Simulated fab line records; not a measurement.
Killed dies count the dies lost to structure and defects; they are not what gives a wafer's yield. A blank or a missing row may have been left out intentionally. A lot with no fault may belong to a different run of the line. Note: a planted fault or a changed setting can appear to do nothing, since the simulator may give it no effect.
The tool behind it: which one? || flow gf180mcu || 6 lots, 18 wafers sampled, at 2 steps of a route of 602

== WHAT EACH GAUGE READ, for each wafer ==
GF_VT_IMPLANT_TW_MEAS_10.
{"lot": "L665", "measured": "day 5 22:14", "on": "film_metro-01", "VT_IMPLANT_TW": "564.7 563.0 565.8"}
{"lot": "L667", "measured": "day 6 09:16", "on": "film_metro-01", "VT_IMPLANT_TW": "564.2 564.6 561.0"}
{"lot": "L671", "measured": "day 7 09:35", "on": "film_metro-04", "VT_IMPLANT_TW": "562.4 562.5 561.4"}
{"lot": "L674", "measured": "day 8 02:37", "on": "film_metro-04", "VT_IMPLANT_TW": "562.6 569.9 566.3"}
{"lot": "L681", "measured": "day 10 03:05", "on": "film_metro-04", "VT_IMPLANT_TW": "581.5 577.0 576.6"}
{"lot": "L686", "measured": "day 11 10:09", "on": "film_metro-04", "VT_IMPLANT_TW": "563.7 564.6 563.5"}

== TOOL THAT RAN EACH LOT (tool first, then ch and the chambers of the sampled wafers, then the start) ==
{"lot": "L665", "GF_VT_IMPLANT_IMPLANT_08": "implanter-04 ch 0, day 5 21:59"}
{"lot": "L667", "GF_VT_IMPLANT_IMPLANT_08": "implanter-04 ch 0, day 6 09:04"}
{"lot": "L671", "GF_VT_IMPLANT_IMPLANT_08": "implanter-03 ch 0, day 7 09:20"}
{"lot": "L674", "GF_VT_IMPLANT_IMPLANT_08": "implanter-01 ch 0, day 8 02:24"}
{"lot": "L681", "GF_VT_IMPLANT_IMPLANT_08": "implanter-03 ch 0, day 10 02:50"}
{"lot": "L686", "GF_VT_IMPLANT_IMPLANT_08": "implanter-04 ch 0, day 11 09:54"}
- GF_VT_IMPLANT_IMPLANT_08

== THE ANSWER, worked out from the rows above alone ==
Rule: the lots themselves supply what counts as usual. The widest of any qualifying gaps counts: lots, ordered by their means at a reading, are off when they make up no more than a third of the lots, leave a main group of 4 or more, and stand apart from it by 3 or more times the standard deviation of that group's means. The tables above print the reading to a certain number of digits; a main group whose means all agree to those digits is not used. Also off: a lot with no number at a reading for which 4 or more lots have one. Where the step has rows for the other lots, those lots are counted as sound.
Off: L681, at GF_VT_IMPLANT_TW_MEAS_10 (VT_IMPLANT_TW). The main group has a mean of 564.0 with a standard deviation of 1.4.
A tool fits if, at a process step before that reading, it ran every lot that is off, and no sound lot after the first of them. The gauges at GF_VT_IMPLANT_TW_MEAS_10 are tried like those tools. One fits: implanter-03 at GF_VT_IMPLANT_IMPLANT_08. Its last sound lot is L671 (day 7 09:20), its first lot that is off L681 (day 10 02:50): a fault that began between those two fits.

== WHAT THE SIMULATOR HAD PUT IN ==
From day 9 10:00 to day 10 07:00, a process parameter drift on implanter-03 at GF_VT_IMPLANT_IMPLANT_08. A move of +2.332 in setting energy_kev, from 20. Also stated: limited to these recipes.
Shown lots that were struck: L681. The rule above reached the same finding.
